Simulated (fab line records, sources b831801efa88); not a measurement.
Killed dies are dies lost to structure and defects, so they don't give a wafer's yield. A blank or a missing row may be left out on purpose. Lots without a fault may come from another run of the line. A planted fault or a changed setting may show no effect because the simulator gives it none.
fab line records | flow sky130
record lots=12 wafers=36 last_day=50
route steps=708 shown LI_CONTACT@381 CONTACT@411 METAL1@439 PAD_OPEN@708
lots that met no fault: from a run of the same line without faults
start_h: hours from the record's first day to the start of the lot's first wafer shown | wait_h: hours since the lot's step before | " the same as in the row above | L1.1+2: a row that stands for several wafers | - no value, or no start given | * or withheld: withheld | < > ~ a bound
route shown NAME@n: a module of which the file shows steps, and the number in the route of the first | usual: mean/standard deviation of fault-free wafers | same: alike in all rows | chamber/n: place in a boat | sites: the reading at each site | _std_site: their standard deviation | _edge_site: outer sites' mean less inner sites' | radius_mm: how far each site lies from the wafer's centre | mask NAME#n: copy n | behind: the tool/chamber that last shaped the wafer | hold: why the lot was held/for how many hours/how that ended | device: the transistor (n, p or np) that didn't switch | end of line: the same wafers' tests at the end of the route | a step without rows: its recipe alone | killed: dies lost to structure and defects at the first sort, not the wafer's yield | map: a wafer's dies, x killed, . not, _ none there
set.NAME: the setting as run; set.NAME@STEP: as run at that earlier step | model.NAME: the simulator's own value behind a step, which no gauge read
steps of the route over a sample of lots; a table a step, a row a wafer
services: from which hour (start_h, from the record's first day; less than 0 if before it) a tool's chamber was out of use, for how many hours, and why
## steps
# step SKY_LI_CONTACT_SPUTTER_19
# recipe material=Ti target_thk_nm=20 chamber_pressure_pa=5 power_w=2500 substrate_temp_c=200 time_s=106.37
# usual throttle_valve_pct=30.1/0.94
# columns lot.wafer tool chamber start_h wait_h throttle_valve_pct
L603.1 pvd_sputter-04 - 687.02 0.0 29.7
L603.2 " - " " 30.5
L603.5 " - " " 31.1
L605.1 pvd_sputter-04 - 706.07 0.0 31.2
L605.3 " - " " 29.8
L605.5 " - " " 31.4
L608.3 pvd_sputter-04 - 728.12 0.0 30.9
L608.4 " - " " 31.4
L608.5 " - " " 31.4
L609.1 pvd_sputter-01 - 729.87 0.0 29.9
L609.2 " - " " 30.2
L609.5 " - " " 28.6
L613.1 pvd_sputter-03 - 756.97 0.0 31.5
L613.4 " - " " 30.8
L613.5 " - " " 31.3
L612.1 pvd_sputter-01 - 758.91 0.0 29.9
L612.2 " - " " 28.9
L612.6 " - " " 28.5
L614.3 pvd_sputter-03 - 766.15 0.0 31.2
L614.4 " - " " 31.2
L614.5 " - " " 31.4
L615.1 pvd_sputter-01 - 776.37 0.0 30.3
L615.2 " - " " 28.8
L615.3 " - " " 30.0
L616.1 pvd_sputter-04 - 780.30 0.0 29.6
L616.2 " - " " 29.9
L616.5 " - " " 31.3
L617.1 pvd_sputter-03 - 792.35 0.0 31.1
L617.3 " - " " 31.6
L617.6 " - " " 31.0
L619.1 pvd_sputter-01 - 821.96 0.0 28.6
L619.2 " - " " 30.1
L619.4 " - " " 30.1
L625.3 pvd_sputter-04 - 853.57 0.0 29.7
L625.4 " - " " 31.1
L625.5 " - " " 31.5
# step SKY_CONTACT_BOW_MEAS_05
# recipe mode=bow
# usual CONTACT_BOW=84/7.5
# columns lot.wafer tool chamber start_h wait_h CONTACT_BOW[um]
L603.1 film_metro-03 - 717.28 0.2 96
L603.2 " - " " 89
L603.5 " - " " 84
L605.1 film_metro-04 - 735.98 0.2 85
L605.3 " - " " 88
L605.5 " - " " 81
L608.3 film_metro-01 - 756.68 0.1 93
L608.4 " - " " 83
L608.5 " - " " 68
L609.1 film_metro-03 - 760.13 0.2 101
L609.2 " - " " 81
L609.5 " - " " 78
L613.1 film_metro-04 - 786.78 0.1 76
L613.4 " - " " 88
L613.5 " - " " 89
L612.1 film_metro-03 - 788.41 0.1 76
L612.2 " - " " 89
L612.6 " - " " 95
L614.3 film_metro-04 - 795.82 0.2 92
L614.4 " - " " 90
L614.5 " - " " 95
L615.1 film_metro-01 - 804.91 0.2 83
L615.2 " - " " 79
L615.3 " - " " 77
L616.1 film_metro-04 - 809.07 0.1 80
L616.2 " - " " 82
L616.5 " - " " 82
L617.1 film_metro-01 - 820.60 0.1 91
L617.3 " - " " 75
L617.6 " - " " 74
L619.1 film_metro-04 - 850.53 0.1 84
L619.2 " - " " 73
L619.4 " - " " 80
L625.3 film_metro-03 - 881.61 0.1 85
L625.4 " - " " 78
L625.5 " - " " 88
# step SKY_CONTACT_EXPOSE_11
# recipe mask_id=CTM1 na=0.8 source_shape=annular sigma_inner=0.55 sigma_outer=0.85 target_cd_nm=170 dose_mj=38
# usual focus_offset_nm=-0.1/0.5 reticle_temp_C=22.98/0.11
# columns lot.wafer tool chamber start_h wait_h mask focus_offset_nm reticle_temp_C
L603.1 krf_scanner-01 0 731.05 - CTM1#0 0.7 23.08
L603.2 " 0 " " CTM1#0 0.0 23.08
L603.5 " 0 " " CTM1#0 0.7 23.11
L605.1 krf_scanner-02 0 750.43 - CTM1#0 -0.4 23.02
L605.3 " 0 " " CTM1#0 -0.2 22.97
L605.5 " 0 " " CTM1#0 -0.5 23.14
L608.3 krf_scanner-02 0 770.54 - CTM1#0 0.2 22.89
L608.4 " 0 " " CTM1#0 -0.7 22.95
L608.5 " 0 " " CTM1#0 0.2 22.76
L609.1 krf_scanner-01 0 773.95 - CTM1#0 0.4 23.05
L609.2 " 0 " " CTM1#0 0.2 22.90
L609.5 " 0 " " CTM1#0 0.4 22.93
L613.1 krf_scanner-01 0 800.20 - CTM1#0 -0.1 22.85
L613.4 " 0 " " CTM1#0 0.1 22.96
L613.5 " 0 " " CTM1#0 -0.8 22.96
L612.1 krf_scanner-01 0 801.67 - CTM1#0 0.0 22.91
L612.2 " 0 " " CTM1#0 0.1 23.08
L612.6 " 0 " " CTM1#0 0.3 23.13
L614.3 krf_scanner-02 0 809.33 - CTM1#0 -0.2 22.86
L614.4 " 0 " " CTM1#0 0.7 22.91
L614.5 " 0 " " CTM1#0 -0.5 22.86
L615.1 krf_scanner-01 0 817.90 - CTM1#0 -0.1 22.96
L615.2 " 0 " " CTM1#0 -0.3 22.72
L615.3 " 0 " " CTM1#0 -0.2 22.84
L616.1 krf_scanner-01 0 822.18 - CTM1#0 0.2 22.97
L616.2 " 0 " " CTM1#0 0.5 23.10
L616.5 " 0 " " CTM1#0 -0.4 23.18
L617.1 krf_scanner-01 0 832.65 - CTM1#0 0.2 23.03
L617.3 " 0 " " CTM1#0 0.4 22.90
L617.6 " 0 " " CTM1#0 -0.8 22.84
L619.1 krf_scanner-02 0 863.13 - CTM1#0 0.6 22.95
L619.2 " 0 " " CTM1#0 0.2 23.06
L619.4 " 0 " " CTM1#0 -0.2 23.14
L625.3 krf_scanner-02 0 894.12 - CTM1#0 -0.2 22.73
L625.4 " 0 " " CTM1#0 0.4 22.99
L625.5 " 0 " " CTM1#0 0.3 22.93
# step SKY_CONTACT_CD_MEAS_14
# recipe target_cd_nm=170
# usual cd_nm=169.4/1.9
# columns lot.wafer tool chamber start_h wait_h cd_nm
L603.1 cd_sem-02 - 744.73 - 165.9
L603.2 " - " " 165.8
L603.5 " - " " 166.0
L605.1 cd_sem-01 - 763.53 - 168.3
L605.3 " - " " 168.9
L605.5 " - " " 168.3
L608.3 cd_sem-02 - 783.91 - 171.5
L608.4 " - " " 171.3
L608.5 " - " " 172.2
L609.1 cd_sem-02 - 787.37 - 171.4
L609.2 " - " " 171.1
L609.5 " - " " 170.7
L613.1 cd_sem-01 - 813.47 - 167.0
L613.4 " - " " 167.7
L613.5 " - " " 169.2
L612.1 cd_sem-01 - 814.90 - 170.8
L612.2 " - " " 173.2
L612.6 " - " " 171.9
L614.3 cd_sem-02 - 821.89 - 170.2
L614.4 " - " " 170.3
L614.5 " - " " 169.7
L615.1 cd_sem-01 - 829.38 - 171.0
L615.2 " - " " 171.2
L615.3 " - " " 170.3
L616.1 cd_sem-01 - 833.82 - 47.8
L616.2 " - " " 150.8
L616.5 " - " " 35.1
L617.1 cd_sem-01 - 845.87 - 170.5
L617.3 " - " " 58.5
L617.6 " - " " 109.9
L619.1 cd_sem-01 - 876.60 - 170.1
L619.2 " - " " 167.9
L619.4 " - " " 168.5
L625.3 cd_sem-02 - 906.59 - 172.9
L625.4 " - " " 173.0
L625.5 " - " " 173.4
# step SKY_METAL1_RS_MEAS_05
# recipe thk_meas_gauge=four-point-probe reads=TiN_of_METAL1_SPUTTER_04+Ti_of_METAL1_SPUTTER_03+AlCu_of_METAL1_SPUTTER_02+TiN_of_METAL1_SPUTTER_01+Ti_of_METAL1_SPUTTER_00
# usual METAL1_ALCU_RS=0.1264/0.0013
# columns lot.wafer tool chamber start_h wait_h METAL1_ALCU_RS[ohm/sq]
L603.1 film_metro-04 - 746.47 0.0 0.1262
L603.2 " - " " 0.1264
L603.5 " - " " 0.1261
L605.1 film_metro-04 - 765.20 0.0 0.1255
L605.3 " - " " 0.1246
L605.5 " - " " 0.1249
L608.3 film_metro-04 - 785.58 0.1 0.1259
L608.4 " - " " 0.1255
L608.5 " - " " 0.1247
L609.1 film_metro-02 - 789.04 0.0 0.1273
L609.2 " - " " 0.1252
L609.5 " - " " 0.1247
L613.1 film_metro-01 - 817.02 0.0 0.1274
L613.4 " - " " 0.1270
L613.5 " - " " 0.1287
L612.1 film_metro-01 - 817.32 0.0 0.1236
L612.2 " - " " 0.1240
L612.6 " - " " 0.1244
L614.3 film_metro-02 - 823.56 0.1 0.1252
L614.4 " - " " 0.1265
L614.5 " - " " 0.1265
L615.1 film_metro-04 - 831.09 0.0 0.1269
L615.2 " - " " 0.1269
L615.3 " - " " 0.1275
L616.2 film_metro-02 - 835.53 0.0 0.1258
L617.1 film_metro-04 - 847.69 0.0 0.1258
L619.1 film_metro-01 - 878.28 0.0 0.1265
L619.2 " - " " 0.1265
L619.4 " - " " 0.1265
L625.3 film_metro-02 - 908.28 0.1 0.1278
L625.4 " - " " 0.1267
L625.5 " - " " 0.1275
# step SKY_PAD_OPEN_PROBE_99
# usual killed_at_M0_to_M3=45/7 killed_at_M4_up=3.4/1.8 killed_at_contacts=24/5.4 killed_at_front_end=16/4.8 killed_at_other=0.4/0.62 killed_dies=89/10 killed_on_rim=17/3.5 killed_open=48/7.2 killed_short=40/6.3
# same gross_dies=492 killed_at_back_side=0
# columns lot.wafer tool chamber start_h wait_h killed_at_M0_to_M3 killed_at_M4_up killed_at_contacts killed_at_front_end killed_at_other killed_dies killed_on_rim killed_open killed_short
L613.1 prober-02 - 1133.35 0.1 43 6 26 14 0 89 19 54 35
L613.4 prober-02 - 1133.50 0.2 50 6 23 13 0 92 17 50 42
L613.5 prober-02 - 1133.55 0.2 39 2 28 22 0 91 14 44 47
L612.1 prober-01 - 1137.13 0.1 50 3 23 16 0 92 16 57 35
L612.2 prober-01 - 1137.18 0.1 45 1 32 22 0 100 16 52 48
L612.6 prober-01 - 1137.38 0.2 38 4 20 19 0 81 14 42 39
L616.1 prober-02 - 1149.97 0.1 41 1 434 14 2 492 96 58 40
L616.2 prober-02 - 1150.02 0.1 40 2 60 13 0 115 25 68 42
L616.5 prober-02 - 1150.17 0.2 46 6 423 17 0 492 96 70 55
L617.1 prober-01 - 1155.92 0.1 43 2 53 19 0 117 23 77 40
L617.3 prober-01 - 1156.02 0.2 52 4 421 15 0 492 96 65 47
L617.6 prober-01 - 1156.17 0.2 45 1 437 9 0 492 96 75 43
# killed by level:class
L613.1 VIA1:geometric_particle:open=10 VIA2:geometric_particle:open=9 CONTACT:geometric_particle:open=8 LI_CONTACT:geometric_particle:open=6 VIA3:geometric_particle:open=6 CONTACT:geometric_particle:short=5 FIELD_ISO:geometric_particle:short=4 VIA1:geometric_particle:short=4
L613.4 VIA2:geometric_particle:open=10 CONTACT:geometric_particle:open=7 VIA1:geometric_particle:open=7 LI_CONTACT:geometric_particle:open=6 VIA3:geometric_particle:open=6 METAL1:geometric_particle:short=6 FIELD_ISO:geometric_particle:open=5 LOCAL_INTERCONNECT:geometric_particle:short=5
L613.5 LOCAL_INTERCONNECT:geometric_particle:short=9 CONTACT:geometric_particle:open=9 VIA1:geometric_particle:open=8 POLY_GATE:geometric_particle:open=7 POLY_GATE:geometric_particle:short=7 METAL1:geometric_particle:short=6 METAL2:geometric_particle:short=5 CONTACT:geometric_particle:short=5
L612.1 VIA3:geometric_particle:open=15 VIA1:geometric_particle:open=10 VIA2:geometric_particle:open=9 LI_CONTACT:geometric_particle:open=7 CONTACT:geometric_particle:open=7 POLY_GATE:geometric_particle:short=5 CONTACT:geometric_particle:short=5 VIA1:geometric_particle:short=4
L612.2 CONTACT:geometric_particle:open=15 METAL1:geometric_particle:short=8 VIA2:geometric_particle:open=7 VIA1:geometric_particle:open=7 LOCAL_INTERCONNECT:geometric_particle:short=6 METAL2:geometric_particle:short=6 FIELD_ISO:geometric_particle:open=5 VIA3:geometric_particle:short=5
L612.6 VIA3:geometric_particle:open=10 VIA1:geometric_particle:open=8 CONTACT:geometric_particle:open=7 VIA3:geometric_particle:short=6 FIELD_ISO:geometric_particle:short=4 POLY_GATE:geometric_particle:open=4 POLY_CUT:geometric_particle:short=4 LI_CONTACT:geometric_particle:open=4
L616.1 CONTACT:area_expose=394 CONTACT:geometric_particle:open=26 METAL2:geometric_particle:short=8 METAL1:geometric_particle:short=7 VIA1:geometric_particle:open=7 LI_CONTACT:geometric_particle:open=6 CONTACT:geometric_particle:short=6 FIELD_ISO:geometric_particle:open=5
L616.2 CONTACT:geometric_particle:open=35 VIA1:geometric_particle:open=13 CONTACT:geometric_particle:short=11 VIA3:geometric_particle:open=6 VIA1:geometric_particle:short=5 CONTACT:area_expose=5 FIELD_ISO:geometric_particle:short=4 POLY_GATE:geometric_particle:open=4
L616.5 CONTACT:area_expose=365 CONTACT:geometric_particle:open=30 VIA1:geometric_particle:open=10 CONTACT:geometric_particle:short=9 VIA1:geometric_particle:short=9 LI_CONTACT:geometric_particle:open=7 LOCAL_INTERCONNECT:geometric_particle:short=6 METAL4:geometric_particle:short=6
L617.1 CONTACT:geometric_particle:open=26 VIA1:geometric_particle:open=12 LI_CONTACT:geometric_particle:open=9 CONTACT:geometric_particle:short=9 VIA3:geometric_particle:open=8 FIELD_ISO:geometric_particle:short=7 VIA2:geometric_particle:open=7 FIELD_ISO:geometric_particle:open=5
L617.3 CONTACT:area_expose=379 CONTACT:geometric_particle:open=26 VIA1:geometric_particle:short=9 VIA1:geometric_particle:open=9 CONTACT:geometric_particle:short=7 VIA3:geometric_particle:open=6 METAL1:geometric_particle:short=6 VIA2:geometric_particle:open=6
L617.6 CONTACT:area_expose=374 CONTACT:geometric_particle:open=28 LI_CONTACT:geometric_particle:open=14 VIA1:geometric_particle:open=10 CONTACT:geometric_particle:short=9 VIA3:geometric_particle:open=9 LOCAL_INTERCONNECT:geometric_particle:short=7 VIA2:geometric_particle:open=5
## services
# columns tool chamber start_h hours kind
krf_scanner-02 - 682.94 0.8 pm
krf_scanner-01 - 696.81 1.3 pm
krf_scanner-02 - 702.57 1.5 repair
krf_scanner-02 - 704.09 1.3 pm
krf_scanner-01 - 710.36 1.0 pm
krf_scanner-01 - 725.32 0.8 pm
krf_scanner-01 - 729.16 0.7 repair
krf_scanner-01 - 731.59 4.4 pm
krf_scanner-02 0 733.36 - calibration
krf_scanner-01 - 753.68 0.4 repair
pvd_sputter-01 0 759.04 - consumable_replace:kit
pvd_sputter-01 0 759.04 18.0 scheduled_down
krf_scanner-02 - 770.63 1.0 pm
pvd_sputter-01 - 778.55 5.0 repair
pvd_sputter-04 1 783.63 - consumable_replace:kit
pvd_sputter-04 1 783.63 18.0 scheduled_down
pvd_sputter-04 1 783.63 18.0 vent_cycle
krf_scanner-01 0 790.53 - calibration
pvd_sputter-03 - 816.81 5.6 repair
krf_scanner-02 - 851.74 0.8 pm
krf_scanner-01 - 872.71 1.3 pm
krf_scanner-01 - 879.36 1.0 pm
krf_scanner-02 - 880.36 1.3 pm
krf_scanner-01 - 894.12 0.8 pm
## key
first_sign step=SKY_CONTACT_CD_MEAS_14 reading=cd_nm direction=down sigmas=39 usual=169.4 struck=95.4 wafers_moved=5
effect step=SKY_PAD_OPEN_PROBE_99 reading=killed_at_contacts direction=up sigmas=52 usual=24 struck=305
more_kills_born_at SKY_CONTACT_EXPOSE_11@krf_scanner-01=1520
met_at SKY_CONTACT_EXPOSE_11
struck_lots L616,L617
later_rows_left_out L616.1,L616.5,L617.3,L617.6
tester_left_out L616,L617
not_acting_at SKY_LI_CONTACT_SPUTTER_19,SKY_CONTACT_BOW_MEAS_05,SKY_METAL1_RS_MEAS_05
onset_between 817.90 822.18
fault kind=process_parameter_drift tool=krf_scanner-01 chamber=- onset_h=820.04 steps=SKY_CONTACT_EXPOSE_11 channel=focus_nm offset=480.73 spread_by_wafer=0.3 shape=step end_h=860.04
# tester_left_out: of these lots the tester's yield and bins aren't shown, on N5 and GAA mostly nor the transistor test; their killed dies are dies lost to structure and defects alone, not to doping, threshold or leakage, so they don't give the yield
# later_rows_left_out: the simulator's readings of these wafers behind a module that went badly wrong aren't trusted and aren't shown, but for the sort
